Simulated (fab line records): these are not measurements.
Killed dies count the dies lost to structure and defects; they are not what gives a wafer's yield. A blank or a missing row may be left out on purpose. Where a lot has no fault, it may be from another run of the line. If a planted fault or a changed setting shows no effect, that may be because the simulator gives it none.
fab line records	flow sky130
record: lots: 12	wafers: 36	last-day: 51
route steps=708 shown FIELD_ISO@18 NWELL@71 VT_ADJUST_HVTP@92 VT_ADJUST_LVTN@107 PAD_OPEN@708
lots that met no fault: taken from a fault-free run of the same line
start-h: hours from the record's opening day to when the first of the lot's shown wafers began	wait-h: hours since the lot's step before	" unchanged from the row above	L1.1+2: a row that stands for several wafers	- value missing, or start not given	* or withheld: withheld	< > ~ a bound
route shown NAME@n: a module of which the file shows steps, and the number in the route of the first	usual: mean and standard deviation over wafers with no fault	same: alike in all rows	chamber/n: place in a boat	sites: the reading at each site	_std_site: standard deviation across them	_edge_site: outer sites' mean less inner sites'	radius-mm: for every site, how far away it sits from the centre of the wafer	mask NAME#n: copy n	behind: the last tool/chamber to shape the wafer	hold: why the lot was held/for how many hours/how that ended	device: names the non-switching transistor (n, p or np)	end of line: the same wafers' tests at the end of the route	a step with no rows: only its recipe	killed: dies that structure and defects cost at the first sort, which is not the same as the wafer's yield	map: the dies of a wafer, with x for killed, . for not killed, _ for no die there
set.NAME: setting as actually run; set.NAME@STEP: the setting as run at that earlier step	model.NAME: the simulator's own value behind a step, which no gauge read
a sample of lots followed through the steps of the route, with each step as a table and each wafer as a row
services: the hour from which a tool's chamber was out of use, counted from the record's first day as start-h (under 0 if before that day), plus the number of hours and why
== steps ==
step: SKY_FIELD_ISO_ETCH_17
recipe: target-depth-a: 3420	mask-material: Si3N4	chemistry: HBr/Cl2/O2	target: Si	taper-deg: 5	icp-w: 600	bias-w: 150	pressure-mtorr: 15	HBr_flow_sccm: 150	Cl2_flow_sccm: 40	O2_flow_sccm: 6	time-s: 97.7
usual: HBr_flow_sccm: 150.0/0.44	bias-w: 150.0/0.44	drypump-motor-current-A: 5.66/0.29	oes-product-au: 1.007/0.0084	throttle-valve-pct: 25.652/0.01
lot.wafer	tool	chamber	start-h	wait-h	HBr_flow_sccm	bias-w	drypump-motor-current-A	oes-product-au	rf-hours-counter-h	throttle-valve-pct
L611.1	rie-si-01	1	32.85	0.1	150.7	149.7	5.61	1.005	74	25.639
L611.2	"	3	"	"	149.8	150.6	6.22	1.008	8	25.643
L611.4	"	1	"	"	149.8	150.0	5.61	1.002	-	25.659
L616.1	rie-si-02	1	62.50	0.1	150.6	149.3	5.46	0.986	1	25.678
L616.4	"	0	"	"	149.4	150.5	5.63	1.007	2	25.658
L616.6	"	0	"	"	149.8	150.6	5.60	1.003	-	25.658
L617.1	rie-si-01	3	66.25	0.1	149.8	150.1	6.23	1.003	8	25.661
L617.3	"	2	"	"	150.4	150.9	5.78	1.008	0	25.655
L617.6	"	2	"	"	150.5	150.2	5.77	1.002	-	25.666
L620.4	rie-si-02	2	80.39	0.0	150.1	149.6	5.36	1.001	1	25.651
L620.5	"	1	"	"	150.6	149.7	5.46	1.011	-	25.667
L620.6	"	0	"	"	150.2	150.5	5.63	1.018	-	25.644
L622.1	rie-si-02	0	92.46	0.1	149.9	150.4	5.62	1.023	3	25.637
L622.2	"	2	"	"	150.0	149.7	5.36	1.009	1	25.640
L622.3	"	1	"	"	150.0	150.5	5.47	1.019	2	25.659
L625.1	rie-si-01	0	109.06	0.1	149.9	150.7	5.21	0.995	0	25.658
L625.4	"	3	"	"	149.0	150.4	6.20	1.016	9	25.656
L625.5	"	3	"	"	149.0	150.2	6.22	1.009	-	25.642
L628.3	rie-si-01	1	121.25	0.0	150.1	150.2	5.63	1.015	75	25.646
L628.4	"	0	"	"	149.9	149.4	5.23	1.004	0	25.652
L628.5	"	0	"	"	150.5	150.0	5.22	0.999	-	25.662
L629.1	rie-si-01	3	129.61	0.1	150.4	149.5	6.22	1.007	9	25.648
L629.2	"	0	"	"	149.9	150.3	5.23	0.993	0	25.652
L629.6	"	3	"	"	149.4	149.6	6.24	1.011	-	25.640
L630.2	rie-si-02	3	134.65	0.1	150.4	150.2	5.81	1.000	103	25.655
L630.3	"	2	"	"	150.6	149.9	5.35	1.009	1	25.648
L630.5	"	3	"	"	149.9	150.4	5.83	1.010	-	25.657
L631.1	rie-si-02	1	140.66	0.1	149.3	150.3	5.46	1.003	2	25.641
L631.2	"	0	"	"	150.2	150.7	5.63	1.018	3	25.659
L631.5	"	0	"	"	149.1	150.5	5.62	1.010	-	25.658
L632.2	rie-si-02	0	144.80	0.1	149.8	150.2	5.63	1.011	3	25.646
L632.4	"	3	"	"	149.7	150.2	5.81	1.015	103	25.656
L632.5	"	2	"	"	149.9	150.3	5.35	1.008	-	25.651
L633.1	rie-si-01	0	149.05	0.1	149.9	150.6	5.23	1.002	0	25.659
L633.2	"	1	"	"	149.4	149.3	5.63	1.021	75	25.644
L633.6	"	1	"	"	150.5	149.5	5.64	1.018	-	25.638
step: SKY_NWELL_COAT_18
recipe: spin-rpm: 2000	resist-thk-nm: 3000
usual: chill-plate-temp-C: 23.00/0.1	dispense-pressure-kPa: 50/4.6
lot.wafer	tool	chamber	start-h	wait-h	chill-plate-temp-C	dispense-pressure-kPa
L611.1	litho-track-03	0	101.84	0.1	23.03	46
L611.2	"	0	"	"	22.97	46
L611.4	"	0	"	"	22.95	46
L616.1	litho-track-03	0	129.59	0.1	22.86	46
L616.4	"	0	"	"	22.92	46
L616.6	"	0	"	"	22.82	46
L617.1	litho-track-02	0	136.24	0.1	23.23	45
L617.3	"	0	"	"	23.01	45
L617.6	"	0	"	"	23.08	45
L620.4	litho-track-03	0	163.51	0.1	22.75	46
L620.5	"	0	"	"	22.91	46
L620.6	"	0	"	"	22.92	46
L622.1	litho-track-04	0	171.73	0.1	23.05	55
L622.2	"	0	"	"	23.02	55
L622.3	"	0	"	"	23.11	55
L625.1	litho-track-04	0	187.83	0.1	23.15	55
L625.4	"	0	"	"	23.14	55
L625.5	"	0	"	"	23.11	55
L628.3	litho-track-04	0	199.93	0.1	23.10	55
L628.4	"	0	"	"	23.08	55
L628.5	"	0	"	"	22.93	55
L629.1	litho-track-04	-	206.73	0.1	-	-
L629.2	"	-	"	"	-	-
L629.6	"	-	"	"	-	-
L630.2	litho-track-02	-	213.11	0.1	-	-
L630.3	"	-	"	"	-	-
L630.5	"	-	"	"	-	-
L631.1	litho-track-03	0	220.49	0.1	23.05	46
L631.2	"	0	"	"	22.96	46
L631.5	"	0	"	"	22.96	46
L632.2	litho-track-04	0	226.66	0.1	23.05	55
L632.4	"	0	"	"	23.12	55
L632.5	"	0	"	"	22.89	55
L633.1	litho-track-03	0	232.04	0.1	22.98	46
L633.2	"	0	"	"	23.02	46
L633.6	"	0	"	"	23.13	46
step: SKY_NWELL_OVL_MEAS_23
usual: NWELL_01_OVL: 0.5/1.4
lot.wafer	tool	chamber	start-h	wait-h	NWELL_01_OVL[nm]
L611.1	overlay-01	-	110.78	-	-0.4
L611.2	"	-	"	"	0.1
L611.4	"	-	"	"	-0.9
L616.1	overlay-02	-	139.28	-	0.9
L616.4	"	-	"	"	2.3
L616.6	"	-	"	"	0.2
L617.1	overlay-01	-	146.54	-	-0.5
L617.3	"	-	"	"	0.8
L617.6	"	-	"	"	-0.1
L620.4	overlay-02	-	173.45	-	1.8
L620.5	"	-	"	"	0.6
L620.6	"	-	"	"	1.4
L622.1	overlay-02	-	182.24	-	1.7
L622.2	"	-	"	"	1.0
L622.3	"	-	"	"	0.4
L625.1	overlay-02	-	197.84	-	0.4
L625.4	"	-	"	"	-0.6
L625.5	"	-	"	"	2.5
L628.3	overlay-01	-	210.85	-	-1.1
L628.4	"	-	"	"	0.2
L628.5	"	-	"	"	-1.3
L629.1	overlay-02	-	217.49	-	-
L629.2	"	-	"	"	-
L629.6	"	-	"	"	-
L630.2	overlay-01	-	224.64	-	-
L630.3	"	-	"	"	-
L630.5	"	-	"	"	-
L631.1	overlay-02	-	233.04	-	4.2
L631.2	"	-	"	"	3.3
L631.5	"	-	"	"	4.2
L632.2	overlay-02	-	238.74	-	1.3
L632.4	"	-	"	"	1.4
L632.5	"	-	"	"	0.5
L633.1	overlay-02	-	243.39	-	0.5
L633.2	"	-	"	"	2.3
L633.6	"	-	"	"	1.1
step: SKY_VT_ADJUST_HVTP_CD_MEAS_07
recipe: target-cd-nm: 380
usual: cd-nm: 379.8/2.8
lot.wafer	tool	chamber	start-h	wait-h	cd-nm
L611.1	cd-sem-01	-	129.53	0.1	378.5
L611.2	"	-	"	"	379.6
L611.4	"	-	"	"	381.6
L616.1	cd-sem-01	-	160.13	0.1	381.4
L616.4	"	-	"	"	383.2
L616.6	"	-	"	"	383.5
L617.1	cd-sem-01	-	166.89	0.1	386.2
L617.3	"	-	"	"	386.2
L617.6	"	-	"	"	385.7
L620.4	cd-sem-02	-	194.84	0.1	381.4
L620.5	"	-	"	"	380.4
L620.6	"	-	"	"	381.4
L622.1	cd-sem-01	-	203.28	0.1	381.4
L622.2	"	-	"	"	381.3
L622.3	"	-	"	"	382.1
L625.1	cd-sem-01	-	220.23	0.1	380.2
L625.4	"	-	"	"	381.2
L625.5	"	-	"	"	380.9
L628.3	cd-sem-02	-	234.07	0.1	378.0
L628.4	"	-	"	"	379.5
L628.5	"	-	"	"	377.8
L629.1	cd-sem-02	-	241.43	0.1	379.7
L629.2	"	-	"	"	377.5
L629.6	"	-	"	"	378.3
L630.2	cd-sem-01	-	247.91	0.1	380.3
L630.3	"	-	"	"	381.5
L630.5	"	-	"	"	378.7
L631.1	cd-sem-01	-	256.34	0.1	381.5
L631.2	"	-	"	"	378.5
L631.5	"	-	"	"	381.0
L632.2	cd-sem-01	-	262.60	0.1	381.0
L632.4	"	-	"	"	382.3
L632.5	"	-	"	"	383.2
L633.1	cd-sem-02	-	267.33	0.1	377.1
L633.2	"	-	"	"	379.6
L633.6	"	-	"	"	379.0
step: SKY_VT_ADJUST_LVTN_TW_MEAS_10
usual: VT_ADJUST_LVTN_TW: 240.8/2.4
lot.wafer	tool	chamber	start-h	wait-h	VT_ADJUST_LVTN_TW
L611.1	film-metro-02	-	149.52	0.1	244.3
L611.2	"	-	"	"	243.5
L611.4	"	-	"	"	244.1
L616.1	film-metro-03	-	181.67	0.1	239.6
L616.4	"	-	"	"	238.0
L616.6	"	-	"	"	237.1
L617.1	film-metro-01	-	187.97	0.1	242.0
L617.3	"	-	"	"	243.6
L617.6	"	-	"	"	243.6
L620.4	film-metro-01	-	217.00	0.1	242.1
L620.5	"	-	"	"	241.3
L620.6	"	-	"	"	243.1
L622.1	film-metro-02	-	226.12	0.1	242.8
L622.2	"	-	"	"	243.3
L622.3	"	-	"	"	244.2
L625.1	film-metro-01	-	244.12	0.1	243.7
L625.4	"	-	"	"	243.1
L625.5	"	-	"	"	243.0
L628.3	film-metro-02	-	257.24	0.1	239.1
L628.4	"	-	"	"	242.0
L628.5	"	-	"	"	241.6
L629.1	film-metro-02	-	265.47	0.1	241.8
L629.2	"	-	"	"	242.7
L629.6	"	-	"	"	243.3
L630.2	film-metro-02	-	271.63	0.1	242.1
L630.3	"	-	"	"	241.8
L630.5	"	-	"	"	242.7
L631.1	film-metro-02	-	281.07	0.1	242.7
L631.2	"	-	"	"	241.9
L631.5	"	-	"	"	241.3
L632.2	film-metro-03	-	287.88	0.1	237.7
L632.4	"	-	"	"	238.0
L632.5	"	-	"	"	238.2
L633.1	film-metro-03	-	292.62	0.1	238.6
L633.2	"	-	"	"	237.5
L633.6	"	-	"	"	237.5
step: SKY_PAD_OPEN_PROBE_99
usual: killed_at_M0_to_M3: 42/7.3	killed_at_M4_up: 3.4/2	killed-at-contacts: 24/5.6	killed-at-front-end: 16/4.5	killed-at-other: 0.2/0.51	killed-dies: 86/9.8	killed-on-rim: 17/3.8	killed-open: 46/7	killed-short: 40/6.7
same: gross-dies: 492	killed-at-back-side: 0
lot.wafer	tool	chamber	start-h	wait-h	killed_at_M0_to_M3	killed_at_M4_up	killed-at-contacts	killed-at-front-end	killed-at-other	killed-dies	killed-on-rim	killed-open	killed-short
L617.1	prober-01	-	1104.45	0.1	58	6	29	17	0	110	23	62	48
L617.3	prober-01	-	1104.55	0.2	47	6	23	20	1	97	18	54	43
L617.6	prober-01	-	1104.70	0.2	53	2	30	16	0	101	26	53	48
L629.1	prober-02	-	1212.36	0.1	57	4	17	414	0	492	96	56	42
L629.2	prober-02	-	1212.41	0.1	56	2	28	406	0	492	96	43	57
L629.6	prober-02	-	1212.61	0.2	40	5	20	427	0	492	96	42	43
L631.1	prober-01	-	1213.31	0.4	48	0	18	18	0	84	18	47	37
L631.2	prober-01	-	1213.36	0.4	51	5	19	11	0	86	9	47	39
L631.5	prober-01	-	1213.51	0.5	29	2	25	9	0	65	10	35	30
L630.2	prober-01	-	1215.45	0.1	41	5	32	413	1	492	96	58	44
L630.3	prober-01	-	1215.50	0.2	33	7	20	432	0	492	96	43	34
L630.5	prober-01	-	1215.60	0.2	38	2	20	432	0	492	96	43	35
L632.2	prober-01	-	1217.29	0.1	45	3	24	16	0	88	17	43	45
L632.4	prober-01	-	1217.39	0.2	41	2	28	11	1	83	15	39	44
L632.5	prober-01	-	1217.44	0.2	43	7	24	22	1	97	20	47	49
L633.1	prober-02	-	1218.28	0.1	42	3	21	26	0	92	14	40	52
L633.2	prober-02	-	1218.33	0.1	48	4	29	19	0	100	26	49	50
L633.6	prober-02	-	1218.53	0.2	52	1	19	15	0	87	21	49	38
killed by level:class
L617.1 METAL1:geometric-particle:short=12 CONTACT:geometric-particle:open=11 VIA3:geometric-particle:open=11 VIA1:geometric-particle:open=10 LOCAL_INTERCONNECT:geometric-particle:short=6 LOCAL_INTERCONNECT:geometric-particle:open=6 METAL1:geometric-particle:open=6 METAL2:geometric-particle:short=6
L617.3 VIA1:geometric-particle:open=15 VIA1:geometric-particle:short=9 LI_CONTACT:geometric-particle:open=9 VIA3:geometric-particle:open=8 CONTACT:geometric-particle:open=6 POLY_GATE:geometric-particle:short=5 POLY_GATE:geometric-particle:open=4 METAL2:geometric-particle:short=4
L617.6 CONTACT:geometric-particle:open=12 METAL1:geometric-particle:short=10 VIA2:geometric-particle:open=9 VIA1:geometric-particle:open=8 FIELD_ISO:geometric-particle:short=7 FIELD_ISO:geometric-particle:open=5 LI_CONTACT:geometric-particle:open=5 CONTACT:geometric-particle:short=5
L629.1 NWELL:area-expose=394 VIA1:geometric-particle:open=13 VIA2:geometric-particle:open=10 VIA3:geometric-particle:open=10 METAL1:geometric-particle:short=9 POLY_GATE:geometric-particle:open=7 FIELD_ISO:geometric-particle:short=5 LI_CONTACT:geometric-particle:open=4
L629.2 NWELL:area-expose=392 METAL2:geometric-particle:short=16 LI_CONTACT:geometric-particle:open=11 METAL1:geometric-particle:short=9 VIA1:geometric-particle:open=8 LI_CONTACT:geometric-particle:short=6 VIA2:geometric-particle:short=6 POLY_GATE:geometric-particle:short=5
L629.6 NWELL:area-expose=407 METAL2:geometric-particle:short=9 VIA2:geometric-particle:short=7 POLY_GATE:geometric-particle:short=6 LI_CONTACT:geometric-particle:open=6 VIA1:geometric-particle:open=6 CONTACT:geometric-particle:open=5 VIA3:geometric-particle:open=5
L631.1 VIA1:geometric-particle:open=13 FIELD_ISO:geometric-particle:open=7 CONTACT:geometric-particle:open=7 VIA2:geometric-particle:open=7 METAL1:geometric-particle:short=6 METAL2:geometric-particle:short=5 POLY_GATE:geometric-particle:open=4 VIA1:geometric-particle:short=4
L631.2 METAL2:geometric-particle:short=11 VIA2:geometric-particle:open=10 CONTACT:geometric-particle:open=9 VIA1:geometric-particle:short=7 METAL1:geometric-particle:short=7 VIA3:geometric-particle:open=6 LI_CONTACT:geometric-particle:open=5 VIA1:geometric-particle:open=5
L631.5 VIA1:geometric-particle:open=8 LOCAL_INTERCONNECT:geometric-particle:short=7 CONTACT:geometric-particle:open=7 LI_CONTACT:geometric-particle:open=5 CONTACT:geometric-particle:short=4 VIA1:geometric-particle:short=4 METAL2:geometric-particle:short=4 VIA3:geometric-particle:open=4
L630.2 NWELL:area-expose=390 LI_CONTACT:geometric-particle:open=15 VIA2:geometric-particle:open=8 POLY_GATE:geometric-particle:short=7 LOCAL_INTERCONNECT:geometric-particle:short=7 CONTACT:geometric-particle:open=6 VIA3:geometric-particle:open=6 VIA1:geometric-particle:open=6
L630.3 NWELL:area-expose=415 CONTACT:geometric-particle:open=9 VIA3:geometric-particle:open=8 METAL4:geometric-particle:short=6 FIELD_ISO:geometric-particle:open=5 VIA1:geometric-particle:open=5 VIA3:geometric-particle:short=5 POLY_GATE:geometric-particle:short=4
L630.5 NWELL:area-expose=412 VIA2:geometric-particle:open=8 VIA3:geometric-particle:open=7 LI_CONTACT:geometric-particle:open=6 LOCAL_INTERCONNECT:geometric-particle:short=6 FIELD_ISO:geometric-particle:short=5 CONTACT:geometric-particle:open=5 VIA1:geometric-particle:open=5
L632.2 VIA1:geometric-particle:open=8 CONTACT:geometric-particle:open=7 CONTACT:geometric-particle:short=7 METAL2:geometric-particle:short=6 VIA2:geometric-particle:open=6 VIA3:geometric-particle:open=6 VIA1:geometric-particle:short=5 FIELD_ISO:geometric-particle:open=4
L632.4 CONTACT:geometric-particle:open=10 VIA2:geometric-particle:open=8 CONTACT:geometric-particle:short=7 VIA1:geometric-particle:open=7 METAL3:geometric-particle:short=7 LI_CONTACT:geometric-particle:short=5 LI_CONTACT:geometric-particle:open=5 METAL1:geometric-particle:short=5
L632.5 CONTACT:geometric-particle:open=13 METAL1:geometric-particle:short=8 VIA3:geometric-particle:open=7 POLY_GATE:geometric-particle:open=7 VIA1:geometric-particle:open=7 VIA2:geometric-particle:open=5 VIA1:geometric-particle:short=5 METAL2:geometric-particle:short=5
L633.1 VIA1:geometric-particle:open=9 METAL3:geometric-particle:short=7 POLY_GATE:geometric-particle:short=7 LI_CONTACT:geometric-particle:open=7 FIELD_ISO:geometric-particle:short=5 CONTACT:geometric-particle:open=5 VIA3:geometric-particle:open=5 METAL1:geometric-particle:short=5
L633.2 VIA1:geometric-particle:open=12 METAL2:geometric-particle:short=10 VIA1:geometric-particle:short=9 FIELD_ISO:geometric-particle:short=7 LI_CONTACT:geometric-particle:open=7 CONTACT:geometric-particle:short=7 CONTACT:geometric-particle:open=6 POLY_GATE:geometric-particle:open=5
L633.6 VIA1:geometric-particle:open=16 VIA3:geometric-particle:open=9 FIELD_ISO:geometric-particle:short=7 LI_CONTACT:geometric-particle:open=6 CONTACT:geometric-particle:open=5 VIA1:geometric-particle:short=5 METAL2:geometric-particle:short=5 VIA2:geometric-particle:open=5
== services ==
tool	chamber	start-h	hours	kind
rie-si-02	3	12.19	18.3	repair
rie-si-01	2	12.94	-	clean
rie-si-01	2	12.94	25.8	scheduled-down
rie-si-01	2	12.94	25.8	vent-cycle
litho-track-03	-	32.79	-	consumable-replace:filter
rie-si-01	0	42.85	36.2	repair
rie-si-02	0	43.62	5.6	repair
rie-si-01	0	95.87	-	clean
rie-si-01	0	95.87	12.9	scheduled-down
rie-si-01	0	95.87	12.9	vent-cycle
litho-track-02	-	117.55	-	consumable-replace:filter
rie-si-02	0	119.33	8.3	repair
rie-si-02	3	122.71	1.8	repair
rie-si-01	2	140.27	22.2	repair
rie-si-01	1	199.72	4.9	repair
rie-si-02	-	204.78	1.3	repair
== key ==
first-sign: step: SKY_NWELL_COAT_18	reading: tool-record	direction: missing
effect: step: SKY_NWELL_OVL_MEAS_23	reading: NWELL_01_OVL	direction: missing
effect: step: SKY_PAD_OPEN_PROBE_99	reading: killed-at-front-end	direction: up	sigmas: 90	usual: 16	struck: 421
more-kills-born-at: SKY_NWELL_EXPOSE_20@iline-stepper-01: 2410
met-at SKY_NWELL_COAT_18
struck-lots L629,L630
tester-left-out L629,L630
not-acting-at SKY_FIELD_ISO_ETCH_17,SKY_VT_ADJUST_HVTP_CD_MEAS_07,SKY_VT_ADJUST_LVTN_TW_MEAS_10
onset-between 199.93 206.73
fault: kind: skipped-step-whole	tool: litho-track-02,litho-track-04	chamber: -	onset-h: 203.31	steps: SKY_NWELL_COAT_18	scope: struck-lots-only
tester-left-out: of these lots the tester's yield and bins aren't shown, on N5 and GAA mostly nor the transistor test; their killed dies are dies lost to structure and defects alone, not to doping, threshold or leakage, so they don't give the yield
